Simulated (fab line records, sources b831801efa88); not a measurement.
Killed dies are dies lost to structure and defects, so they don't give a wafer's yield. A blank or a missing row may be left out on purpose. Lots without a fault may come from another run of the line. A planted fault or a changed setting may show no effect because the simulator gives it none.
Tool commonality check | flow sky130 | 11 lots, 33 wafers sampled

WHY IT WAS OPENED
At SKY_POLY_GATE_THK_MEAS_21 the reading POLY_GATE_OXIDATION_THK is flagged on 2 of 11 lots. Wafers without a fault read 3.99 nm, standard deviation 0.07.
Rule: a lot is flagged when every wafer of it that has a number lies more than 4 standard deviations from that mean, or none has a number. The other lots count as sound.

lot  | measured     | on            | POLY_GATE_OXIDATION_THK (nm), wafer by wafer | flag
L239 | day 16 13:17 | film_metro-03 | 4.03 3.91 4.00                               |
L240 | day 17 02:14 | film_metro-02 | 4.09 4.11 4.05                               |
L241 | day 17 10:04 | film_metro-03 | 3.99 3.99 3.82                               |
L244 | day 18 11:13 | film_metro-02 | 3.96 3.94 3.92                               |
L245 | day 19 00:59 | film_metro-01 | 4.04 3.96 4.04                               |
L248 | day 19 23:41 | film_metro-02 | 4.03 4.04 4.00                               |
L249 | day 20 10:37 | film_metro-03 | 3.97 3.98 3.99                               |
L250 | day 20 21:11 | film_metro-03 | 3.90 3.92 3.88                               |
L253 | day 21 16:20 | film_metro-03 | 3.99 3.98 3.94                               |
L260 | day 24 04:44 | film_metro-01 | 3.55 3.59 3.62                               | FLAGGED
L259 | day 24 08:11 | film_metro-02 | 3.57 3.53 3.62                               | FLAGGED
The numbers of the flagged lots are 3.58 nm on average: -0.41 nm against the usual, or -6 standard deviations.

WHICH TOOL RAN EACH LOT
The record holds 1 process step before the reading, out of a route of 708 steps. In each cell: the tool, then ch and the chambers that the sampled wafers went through, then the start.
lot  | flag    | SKY_POLY_GATE_OXIDATION_20
L239 |         | furnace-01 ch 0, day 16 12:02
L240 |         | furnace-01 ch 0, day 17 00:58
L241 |         | furnace-02 ch 0, day 17 08:49
L244 |         | furnace-01 ch 0, day 18 09:58
L245 |         | furnace-01 ch 0, day 18 23:44
L248 |         | furnace-01 ch 0, day 19 22:26
L249 |         | furnace-01 ch 0, day 20 09:22
L250 |         | furnace-02 ch 0, day 20 19:55
L253 |         | furnace-02 ch 0, day 21 15:04
L260 | FLAGGED | furnace-01 ch 0, day 24 03:29
L259 | FLAGGED | furnace-01 ch 0, day 24 06:56
What these steps do:
- SKY_POLY_GATE_OXIDATION_20: stabilise 600 s, purge 300 s, target thk 4 nm.
- SKY_POLY_GATE_THK_MEAS_21

FLAGGED OVER TOTAL, TOOL BY TOOL (the gauges that took the reading come last)
step                       | tool          | lots run | flagged | share of the flagged lots | sound lots run after its first flagged lot
SKY_POLY_GATE_OXIDATION_20 | furnace-01    | 8        | 2       | all                       | 0
SKY_POLY_GATE_OXIDATION_20 | furnace-02    | 3        | 0       | none                      | -
SKY_POLY_GATE_THK_MEAS_21  | film_metro-01 | 2        | 1       | some                      | 0
SKY_POLY_GATE_THK_MEAS_21  | film_metro-02 | 4        | 1       | some                      | 0
SKY_POLY_GATE_THK_MEAS_21  | film_metro-03 | 5        | 0       | none                      | -

WHAT THE TABLE ALLOWS
1 row of the table ran every flagged lot: furnace-01 at SKY_POLY_GATE_OXIDATION_20.
- furnace-01 at SKY_POLY_GATE_OXIDATION_20: 2 of its 8 lots flagged. Its last sound lot is L249 (day 20 09:22), its first flagged lot L260 (day 24 03:29): a fault that began between those two fits. Its own readings lie more than 4 standard deviations out on every wafer of the flagged lots: spike_tc_centre_C, spike_tc_lower_C, spike_tc_upper_C, tube_center_temp_C, tube_center_temp_C_max.
One tool is left: furnace-01 at SKY_POLY_GATE_OXIDATION_20.

WHAT THE SIMULATOR HAD PUT IN
Process parameter drift: furnace-01, from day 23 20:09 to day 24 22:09, at SKY_POLY_GATE_OXIDATION_20. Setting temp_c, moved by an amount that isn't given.
Lots struck among those shown: L260, L259. The rule above found the same.
